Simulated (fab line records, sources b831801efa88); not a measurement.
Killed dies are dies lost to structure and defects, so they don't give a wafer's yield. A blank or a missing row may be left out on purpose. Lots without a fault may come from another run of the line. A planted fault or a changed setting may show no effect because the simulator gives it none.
fab line records | flow sky130
record lots=6 wafers=18 last_day=50
route steps=708 shown VT_ADJUST_NCORE@121 VT_ADJUST_HVTR@131 VT_ADJUST_PCH@143 SONOS_TUNNEL@154
lots that met no fault: from a run of the same line without faults
start_h: hours from the record's first day to the start of the lot's first wafer shown | wait_h: hours since the lot's step before | " the same as in the row above | L1.1+2: a row that stands for several wafers | - no value, or no start given | * or withheld: withheld | < > ~ a bound
route shown NAME@n: a module of which the file shows steps, and the number in the route of the first | usual: mean/standard deviation of fault-free wafers | same: alike in all rows | chamber/n: place in a boat | sites: the reading at each site | _std_site: their standard deviation | _edge_site: outer sites' mean less inner sites' | radius_mm: how far each site lies from the wafer's centre | mask NAME#n: copy n | behind: the tool/chamber that last shaped the wafer | hold: why the lot was held/for how many hours/how that ended | device: the transistor (n, p or np) that didn't switch | end of line: the same wafers' tests at the end of the route | a step without rows: its recipe alone | killed: dies lost to structure and defects at the first sort, not the wafer's yield | map: a wafer's dies, x killed, . not, _ none there
set.NAME: the setting as run; set.NAME@STEP: as run at that earlier step | model.NAME: the simulator's own value behind a step, which no gauge read
lots at some steps of the route; a table a step, a row a wafer
services: from which hour (start_h, from the record's first day; less than 0 if before it) a tool's chamber was out of use, for how many hours, and why
## steps
# step SKY_VT_ADJUST_NCORE_COAT_02
# recipe resist=NOVOLAK spin_rpm=3000 resist_thk_nm=1140
# step SKY_VT_ADJUST_NCORE_SOFTBAKE_03
# recipe temp_c=90 time_s=58.28 resist=NOVOLAK
# step SKY_VT_ADJUST_NCORE_EXPOSE_04
# recipe mask_id=LVTN_COMPLEMENT_THIN na=0.6 source_shape=conventional sigma_outer=0.6 polarization=unpolarized target_cd_nm=380 dose_mj=139
# step SKY_VT_ADJUST_NCORE_PEB_05
# recipe temp_c=withheld time_s=* resist=NOVOLAK
# step SKY_VT_ADJUST_NCORE_DEVELOP_06
# recipe resist=NOVOLAK developer=TMAH develop_time_s=60 dev_temp_c=23
# step SKY_VT_ADJUST_NCORE_CD_MEAS_07
# recipe target_cd_nm=380
# usual cd_nm=380.3/2.9
# columns lot.wafer tool chamber start_h wait_h cd_nm
L256.1 cd_sem-02 - 190.51 0.1 376.5
L256.3 " - " " 375.9
L256.4 " - " " 377.0
L273.2 cd_sem-02 - 313.18 0.1 377.1
L273.4 " - " " 377.1
L273.6 " - " " 377.0
L274.1 cd_sem-02 - 316.31 0.1 383.5
L274.2 " - " " 381.6
L274.5 " - " " 379.7
L275.3 cd_sem-02 - 328.79 0.1 386.2
L275.4 " - " " 387.0
L275.5 " - " " 386.6
L277.2 cd_sem-01 - 342.07 0.1 380.3
L277.3 " - " " 382.5
L277.5 " - " " 381.2
L278.3 cd_sem-02 - 347.39 0.1 383.0
L278.4 " - " " 383.5
L278.5 " - " " 383.3
# step SKY_VT_ADJUST_NCORE_OVL_MEAS_08
# usual VT_ADJUST_NCORE_OVL=0.3/1.6
# columns lot.wafer tool chamber start_h wait_h VT_ADJUST_NCORE_OVL[nm]
L256.1 overlay-01 - 190.63 0.1 0.2
L256.3 " - " " 0.1
L256.4 " - " " -1.5
L273.2 overlay-01 - 313.29 0.1 -1.9
L273.4 " - " " -2.5
L273.6 " - " " -1.4
L274.1 overlay-01 - 316.43 0.1 1.8
L274.2 " - " " 2.3
L274.5 " - " " 2.2
L275.3 overlay-02 - 328.88 0.1 -0.1
L275.4 " - " " -0.5
L275.5 " - " " -0.1
L277.2 overlay-01 - 342.18 0.1 4.7
L277.3 " - " " 2.7
L277.5 " - " " 2.0
L278.3 overlay-02 - 347.48 0.1 -1.2
L278.4 " - " " -0.9
L278.5 " - " " -0.5
# step SKY_VT_ADJUST_NCORE_IMPLANT_09
# recipe species=B energy_kev=10 dose_cm2=2.4e+12 tilt_deg=withheld
# step SKY_VT_ADJUST_NCORE_STRIP_10
# recipe chemistry=O2/N2 power_w=1400 pressure_mtorr=1500 platen_temp_c=withheld o2_flow_sccm=3000 n2_flow_sccm=300 overash_fraction=0.5
# usual drypump_motor_current_A=5.6/0.43 oes_product_au=0.715/0.005 strip_time_to_endpoint_s=14.20/0.045
# columns lot.wafer tool chamber start_h wait_h drypump_motor_current_A oes_product_au rf_hours_counter_h strip_time_to_endpoint_s
L256.1 plasma_asher-02 1 190.82 0.1 4.9 0.712 51 14.18
L256.3 " 0 " " 5.9 0.725 - 14.15
L256.4 " 1 " " 4.9 0.715 - 14.18
L273.2 plasma_asher-02 0 313.47 0.1 5.8 0.718 63 14.22
L273.4 " 1 " " 4.9 0.719 - 14.19
L273.6 " 1 " " 4.9 0.713 - 14.25
L274.1 plasma_asher-04 0 316.62 0.1 6.1 0.707 56 14.08
L274.2 " 1 " " 6.0 0.719 56 14.11
L274.5 " 1 " " 6.0 0.718 - 14.14
L275.3 plasma_asher-03 0 329.09 0.1 5.5 0.719 - 14.15
L275.4 " 1 " " 5.9 0.717 - 14.13
L275.5 " 1 " " 5.9 0.731 - 14.15
L277.2 plasma_asher-03 1 342.36 0.1 5.9 0.715 52 14.13
L277.3 " 1 " " 6.0 0.716 - 14.14
L277.5 " 0 " " 5.6 0.717 - 14.12
L278.3 plasma_asher-03 1 347.69 0.1 6.0 0.719 - 14.10
L278.4 " 0 " " 5.6 0.729 - 14.15
L278.5 " 1 " " 6.0 0.706 - 14.13
# step SKY_VT_ADJUST_NCORE_TW_MEAS_11
# usual VT_ADJUST_NCORE_TW=218.8/1.2
# columns lot.wafer tool chamber start_h wait_h VT_ADJUST_NCORE_TW
L256.1 film_metro-04 - 190.92 0.1 220.0
L256.3 " - " " 220.5
L256.4 " - " " 220.6
L273.2 film_metro-04 - 313.58 0.1 219.7
L273.4 " - " " 219.7
L273.6 " - " " 219.9
L274.1 film_metro-04 - 316.72 0.1 220.0
L274.2 " - " " 218.2
L274.5 " - " " 219.0
L275.3 film_metro-04 - 329.18 0.1 218.6
L275.4 " - " " 220.5
L275.5 " - " " 220.4
L277.2 film_metro-03 - 342.47 0.1 218.6
L277.3 " - " " 218.3
L277.5 " - " " 218.2
L278.3 film_metro-02 - 347.78 0.1 217.1
L278.4 " - " " 216.9
L278.5 " - " " 217.8
# step SKY_VT_ADJUST_HVTR_DEHYDRATE_00
# recipe temp_c=200 time_s=60
# step SKY_VT_ADJUST_HVTR_HMDS_01
# recipe prime_time_s=60 prime_temp_c=120
# step SKY_VT_ADJUST_HVTR_COAT_02
# recipe resist=NOVOLAK spin_rpm=3000 resist_thk_nm=1140
# usual chill_plate_temp_C=22.98/0.093 dispense_pressure_kPa=52.7/1.9 exhaust_pa=45.1/0.98
# columns lot.wafer tool chamber start_h wait_h chill_plate_temp_C dispense_pressure_kPa exhaust_pa
L256.1 litho_track-03 0 201.27 0.1 23.11 53.8 46.7
L256.3 " 0 " " 22.93 53.9 46.2
L256.4 " 0 " " 22.95 53.9 46.6
L273.2 litho_track-02 0 326.19 0.1 22.90 54.6 44.5
L273.4 " 0 " " 22.91 54.6 46.3
L273.6 " 0 " " 23.02 54.6 43.8
L274.1 litho_track-01 - 329.41 0.1 - - -
L274.2 " - " " - - -
L274.5 " - " " - - -
L275.3 litho_track-03 - 342.82 0.1 - - -
L275.4 " - " " - - -
L275.5 " - " " - - -
L277.2 litho_track-03 0 355.64 0.1 22.93 53.8 44.5
L277.3 " 0 " " 22.91 53.9 43.7
L277.5 " 0 " " 22.95 53.9 43.2
L278.3 litho_track-03 0 361.42 0.1 23.00 53.8 45.6
L278.4 " 0 " " 23.05 53.9 46.4
L278.5 " 0 " " 22.86 53.9 45.9
# step SKY_VT_ADJUST_HVTR_SOFTBAKE_03
# recipe temp_c=90 time_s=60 resist=NOVOLAK
# step SKY_VT_ADJUST_HVTR_EXPOSE_04
# recipe mask_id=HVTRM target_cd_nm=380 na=0.6 source_shape=conventional sigma_outer=0.6 dose_mj=150
# step SKY_VT_ADJUST_HVTR_PEB_05
# recipe temp_c=withheld time_s=* resist=NOVOLAK
# step SKY_VT_ADJUST_HVTR_DEVELOP_06
# recipe develop_time_s=60 dev_temp_c=23
# step SKY_VT_ADJUST_HVTR_CD_MEAS_07
# recipe target_cd_nm=380
# usual cd_nm=379.1/2.9
# columns lot.wafer tool chamber start_h wait_h cd_nm
L256.1 cd_sem-01 - 211.51 0.1 378.9
L256.3 " - " " 376.5
L256.4 " - " " 378.9
L273.2 cd_sem-01 - 340.38 0.1 375.9
L273.4 " - " " 376.3
L273.6 " - " " 376.3
L274.1 cd_sem-01 - 343.37 0.1 -
L274.2 " - " " -
L274.5 " - " " -
L275.3 cd_sem-01 - 356.26 0.1 -
L275.4 " - " " -
L275.5 " - " " -
L277.2 cd_sem-01 - 369.73 0.1 376.7
L277.3 " - " " 375.3
L277.5 " - " " 372.8
L278.3 cd_sem-01 - 375.35 0.1 383.6
L278.4 " - " " 382.9
L278.5 " - " " 380.5
# step SKY_VT_ADJUST_HVTR_OVL_MEAS_08
# usual VT_ADJUST_HVTR_OVL=-0.1/1.7
# columns lot.wafer tool chamber start_h wait_h VT_ADJUST_HVTR_OVL[nm]
L256.1 overlay-01 - 211.63 0.1 -0.4
L256.3 " - " " 1.3
L256.4 " - " " -0.8
L273.2 overlay-01 - 340.49 0.1 2.0
L273.4 " - " " 2.5
L273.6 " - " " 1.7
L274.1 overlay-01 - 343.49 0.1 -
L274.2 " - " " -
L274.5 " - " " -
L275.3 overlay-02 - 356.35 0.1 -
L275.4 " - " " -
L275.5 " - " " -
L277.2 overlay-02 - 369.84 0.1 -0.8
L277.3 " - " " 0.9
L277.5 " - " " 0.2
L278.3 overlay-02 - 375.45 0.1 0.5
L278.4 " - " " 1.0
L278.5 " - " " 0.7
# step SKY_VT_ADJUST_HVTR_IMPLANT_09
# recipe species=B energy_kev=10 dose_cm2=2.1e+12 tilt_deg=withheld
# step SKY_VT_ADJUST_HVTR_STRIP_10
# recipe chemistry=O2/N2 power_w=1400 pressure_mtorr=1500 platen_temp_c=withheld o2_flow_sccm=3000 n2_flow_sccm=300 overash_fraction=0.5
# usual drypump_motor_current_A=5.9/0.31 oes_product_au=0.715/0.0047 strip_time_to_endpoint_s=14.18/0.035
# columns lot.wafer tool chamber start_h wait_h drypump_motor_current_A oes_product_au rf_hours_counter_h strip_time_to_endpoint_s
L256.1 plasma_asher-04 0 211.82 0.1 6.1 0.723 46 14.17
L256.3 " 1 " " 6.0 0.715 - 14.21
L256.4 " 0 " " 6.1 0.715 - 14.23
L273.2 plasma_asher-03 0 340.67 0.1 5.6 0.717 52 14.25
L273.4 " 0 " " 5.6 0.706 - 14.24
L273.6 " 0 " " 5.6 0.719 - 14.26
L274.1 plasma_asher-04 1 343.67 0.1 6.0 - 59 -
L274.2 " 0 " " 6.1 - 59 -
L274.5 " 0 " " 6.1 - - -
L275.3 plasma_asher-01 1 356.56 0.1 5.4 - - -
L275.4 " 0 " " 6.2 - - -
L275.5 " 0 " " 6.2 - - -
L277.2 plasma_asher-01 0 370.02 0.1 6.2 0.712 26 14.18
L277.3 " 0 " " 6.2 0.715 - 14.19
L277.5 " 0 " " 6.2 0.712 - 14.18
L278.3 plasma_asher-01 0 375.65 0.1 6.3 0.718 - 14.20
L278.4 " 1 " " 5.4 0.722 - 14.17
L278.5 " 1 " " 5.4 0.726 - 14.16
# step SKY_VT_ADJUST_HVTR_TW_MEAS_11
# usual VT_ADJUST_HVTR_TW=211.1/1.6
# columns lot.wafer tool chamber start_h wait_h VT_ADJUST_HVTR_TW
L256.1 film_metro-01 - 211.92 0.1 209.3
L256.3 " - " " 209.5
L256.4 " - " " 208.5
L273.2 film_metro-01 - 340.78 0.1 209.4
L273.4 " - " " 209.3
L273.6 " - " " 208.9
L274.1 film_metro-04 - 343.77 0.1 212.5
L274.2 " - " " 212.6
L274.5 " - " " 213.5
L275.3 film_metro-03 - 356.64 0.1 208.8
L275.4 " - " " 210.9
L275.5 " - " " 210.6
L277.2 film_metro-03 - 370.13 0.1 211.9
L277.3 " - " " 211.3
L277.5 " - " " 212.0
L278.3 film_metro-04 - 375.74 0.1 213.2
L278.4 " - " " 213.7
L278.5 " - " " 213.4
# step SKY_VT_ADJUST_PCH_DEHYDRATE_00
# recipe temp_c=200 time_s=60
# step SKY_VT_ADJUST_PCH_HMDS_01
# recipe prime_time_s=60 prime_temp_c=120
# step SKY_VT_ADJUST_PCH_COAT_02
# recipe spin_rpm=2000 resist_thk_nm=3000
# step SKY_VT_ADJUST_PCH_SOFTBAKE_03
# recipe temp_c=110 time_s=withheld
# step SKY_VT_ADJUST_PCH_EXPOSE_04
# recipe mask_id=NWM na=0.6 source_shape=conventional sigma_outer=0.6 polarization=unpolarized target_cd_nm=840 dose_mj=249.1
# step SKY_VT_ADJUST_PCH_PEB_05
# recipe temp_c=115 time_s=withheld
# step SKY_VT_ADJUST_PCH_DEVELOP_06
# recipe wall_angle_deg=90 developer=TMAH develop_time_s=60 dev_temp_c=23
# step SKY_VT_ADJUST_PCH_OVL_MEAS_07
# usual VT_ADJUST_PCH_OVL=0.4/1.4
# columns lot.wafer tool chamber start_h wait_h VT_ADJUST_PCH_OVL[nm]
L256.1 overlay-02 - 234.45 - 1.0
L256.3 " - " " 0.4
L256.4 " - " " -2.2
L273.2 overlay-02 - 368.61 - 1.2
L273.4 " - " " 0.6
L273.6 " - " " -0.7
L274.1 overlay-02 - 372.05 - 0.0
L274.2 " - " " 0.9
L274.5 " - " " -1.9
L275.3 overlay-01 - 385.51 - -2.7
L275.4 " - " " -1.1
L275.5 " - " " -2.5
L277.2 overlay-01 - 399.22 - 2.1
L277.3 " - " " 0.4
L277.5 " - " " 0.4
L278.3 overlay-01 - 405.28 - 0.8
L278.4 " - " " 1.1
L278.5 " - " " 0.0
# step SKY_VT_ADJUST_PCH_IMPLANT_08
# recipe species=B energy_kev=10 dose_cm2=5e+11 tilt_deg=withheld
# step SKY_VT_ADJUST_PCH_STRIP_09
# recipe chemistry=O2/N2 power_w=1400 pressure_mtorr=1500 platen_temp_c=withheld o2_flow_sccm=3000 n2_flow_sccm=300 overash_fraction=0.5
# usual drypump_motor_current_A=5.8/0.44 oes_product_au=0.722/0.0044 strip_time_to_endpoint_s=36.98/0.1
# columns lot.wafer tool chamber start_h wait_h drypump_motor_current_A oes_product_au rf_hours_counter_h strip_time_to_endpoint_s
L256.1 plasma_asher-01 1 234.64 0.1 5.4 0.724 12 37.08
L256.3 " 0 " " 6.2 0.728 - 36.97
L256.4 " 1 " " 5.4 0.720 - 36.97
L273.2 plasma_asher-04 0 368.79 0.1 6.1 0.722 61 36.90
L273.4 " 1 " " 6.0 0.723 - 36.90
L273.6 " 1 " " 6.0 0.719 - 37.06
L274.1 plasma_asher-01 1 372.24 0.1 5.4 0.722 26 36.99
L274.2 " 0 " " 6.2 0.729 26 36.89
L274.5 " 1 " " 5.4 0.724 - 36.90
L275.3 plasma_asher-01 1 385.72 0.1 5.4 0.723 - 37.09
L275.4 " 0 " " 6.3 0.725 - 37.07
L275.5 " 1 " " 5.4 0.730 - 37.09
L277.2 plasma_asher-01 1 399.40 0.1 5.4 0.721 29 36.89
L277.3 " 1 " " 5.4 0.723 - 36.78
L277.5 " 1 " " 5.4 0.717 - 36.88
L278.3 plasma_asher-02 0 405.48 0.1 5.8 0.727 - 36.84
L278.4 " 1 " " 4.9 0.718 - 37.00
L278.5 " 0 " " 5.8 0.721 - 37.04
# step SKY_VT_ADJUST_PCH_TW_MEAS_10
# usual VT_ADJUST_PCH_TW=142.2/0.99
# columns lot.wafer tool chamber start_h wait_h VT_ADJUST_PCH_TW
L256.1 film_metro-01 - 234.74 0.1 142.0
L256.3 " - " " 142.3
L256.4 " - " " 141.6
L273.2 film_metro-01 - 368.90 0.1 144.6
L273.4 " - " " 144.8
L273.6 " - " " 144.5
L274.1 film_metro-02 - 372.34 0.1 223.7
L274.2 " - " " 223.3
L274.5 " - " " 222.6
L275.3 film_metro-02 - 385.81 0.1 222.3
L275.4 " - " " 222.2
L275.5 " - " " 222.3
L277.2 film_metro-01 - 399.51 0.1 144.5
L277.3 " - " " 144.9
L277.5 " - " " 144.6
L278.3 film_metro-03 - 405.57 0.1 141.5
L278.4 " - " " 142.2
L278.5 " - " " 142.1
# step SKY_SONOS_TUNNEL_DEHYDRATE_00
# recipe temp_c=200 time_s=60
# step SKY_SONOS_TUNNEL_HMDS_01
# recipe prime_time_s=60 prime_temp_c=120
# step SKY_SONOS_TUNNEL_COAT_02
# recipe resist=NOVOLAK spin_rpm=3000 resist_thk_nm=1140
# step SKY_SONOS_TUNNEL_SOFTBAKE_03
# recipe temp_c=90 time_s=60 resist=NOVOLAK
# step SKY_SONOS_TUNNEL_EXPOSE_04
# recipe mask_id=TUNM na=0.6 source_shape=conventional sigma_outer=0.6 polarization=unpolarized target_cd_nm=410 dose_mj=136
# step SKY_SONOS_TUNNEL_PEB_05
# recipe temp_c=withheld time_s=* resist=NOVOLAK
# step SKY_SONOS_TUNNEL_DEVELOP_06
# recipe resist=NOVOLAK developer=TMAH develop_time_s=60 dev_temp_c=23
# step SKY_SONOS_TUNNEL_CD_MEAS_07
# recipe target_cd_nm=410
# usual cd_nm=410.1/2.1
# columns lot.wafer tool chamber start_h wait_h cd_nm
L256.1 cd_sem-01 - 258.31 0.1 412.0
L256.3 " - " " 410.6
L256.4 " - " " 411.5
L273.2 cd_sem-02 - 398.27 0.1 410.6
L273.4 " - " " 411.4
L273.6 " - " " 413.0
L274.1 cd_sem-01 - 401.60 0.1 411.0
L274.2 " - " " 410.0
L274.5 " - " " 409.5
L275.3 cd_sem-02 - 415.20 0.1 412.5
L275.4 " - " " 415.0
L275.5 " - " " 413.0
L277.2 cd_sem-01 - 429.82 0.1 405.9
L277.3 " - " " 407.4
L277.5 " - " " 407.1
L278.3 cd_sem-02 - 435.86 0.1 408.3
L278.4 " - " " 409.9
L278.5 " - " " 407.9
# step SKY_SONOS_TUNNEL_OVL_MEAS_08
# usual SONOS_TUNNEL_OVL=0.5/1.5
# columns lot.wafer tool chamber start_h wait_h SONOS_TUNNEL_OVL[nm]
L256.1 overlay-02 - 258.43 0.1 0.7
L256.3 " - " " 1.3
L256.4 " - " " 0.6
L273.2 overlay-02 - 398.38 0.1 2.6
L273.4 " - " " 2.7
L273.6 " - " " 2.9
L274.1 overlay-02 - 401.72 0.1 -2.5
L274.2 " - " " -2.8
L274.5 " - " " -0.1
L275.3 overlay-02 - 415.29 0.1 1.8
L275.4 " - " " 2.2
L275.5 " - " " 1.5
L277.2 overlay-01 - 429.93 0.1 2.5
L277.3 " - " " 1.3
L277.5 " - " " 2.5
L278.3 overlay-02 - 435.95 0.1 0.1
L278.4 " - " " 0.1
L278.5 " - " " -0.7
# step SKY_SONOS_TUNNEL_TW_MEAS_12
# usual SONOS_TUNNEL_TW=197.2/1.7
# columns lot.wafer tool chamber start_h wait_h SONOS_TUNNEL_TW
L256.1 film_metro-02 - 259.12 0.0 197.2
L256.3 " - " " 197.3
L256.4 " - " " 198.0
L273.2 film_metro-02 - 398.84 0.0 195.8
L273.4 " - " " 195.9
L273.6 " - " " 196.0
L274.1 film_metro-01 - 402.18 0.0 252.2
L274.2 " - " " 253.1
L274.5 " - " " 252.0
L275.3 film_metro-02 - 415.77 0.0 247.5
L275.4 " - " " 247.8
L275.5 " - " " 249.5
L277.2 film_metro-01 - 430.40 0.0 200.1
L277.3 " - " " 199.9
L277.5 " - " " 200.3
L278.3 film_metro-02 - 436.42 0.0 196.8
L278.4 " - " " 196.0
L278.5 " - " " 196.8
## services
# columns tool chamber start_h hours kind
plasma_asher-04 - 184.66 18.0 repair
plasma_asher-03 - 243.60 2.8 pm
plasma_asher-03 - 286.62 5.5 repair
plasma_asher-03 - 353.31 1.8 repair
plasma_asher-03 - 357.79 8.6 repair
plasma_asher-01 - 379.05 2.8 pm
plasma_asher-04 - 398.06 14.6 pm
## key
first_sign step=SKY_VT_ADJUST_HVTR_COAT_02 reading=tool_record direction=missing
effect step=SKY_VT_ADJUST_HVTR_CD_MEAS_07 reading=cd_nm direction=missing
effect step=SKY_VT_ADJUST_HVTR_OVL_MEAS_08 reading=VT_ADJUST_HVTR_OVL direction=missing
effect step=SKY_VT_ADJUST_PCH_TW_MEAS_10 reading=VT_ADJUST_PCH_TW direction=up sigmas=81 usual=142.2 struck=222.7
effect step=SKY_SONOS_TUNNEL_TW_MEAS_12 reading=SONOS_TUNNEL_TW direction=up sigmas=30 usual=197.2 struck=250.3
met_at SKY_VT_ADJUST_HVTR_COAT_02
struck_wafers L274.1,L274.2,L274.5,L275.3,L275.4,L275.5
sort_left_out L274.1,L274.2,L274.5,L275.3,L275.4,L275.5
tester_left_out L274,L275
onset_between 201.27 329.41
fault kind=skipped_step_whole tool=litho_track-01,litho_track-03 chamber=- onset_h=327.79 steps=SKY_VT_ADJUST_HVTR_COAT_02 scope=struck_lots_only
# tester_left_out: of these lots the tester's yield and bins aren't shown, on N5 and GAA mostly nor the transistor test; their killed dies are dies lost to structure and defects alone, not to doping, threshold or leakage, so they don't give the yield
# sort_left_out: the simulated sort isn't trusted on such a fault, so these wafers' sort isn't shown, and their yield isn't known
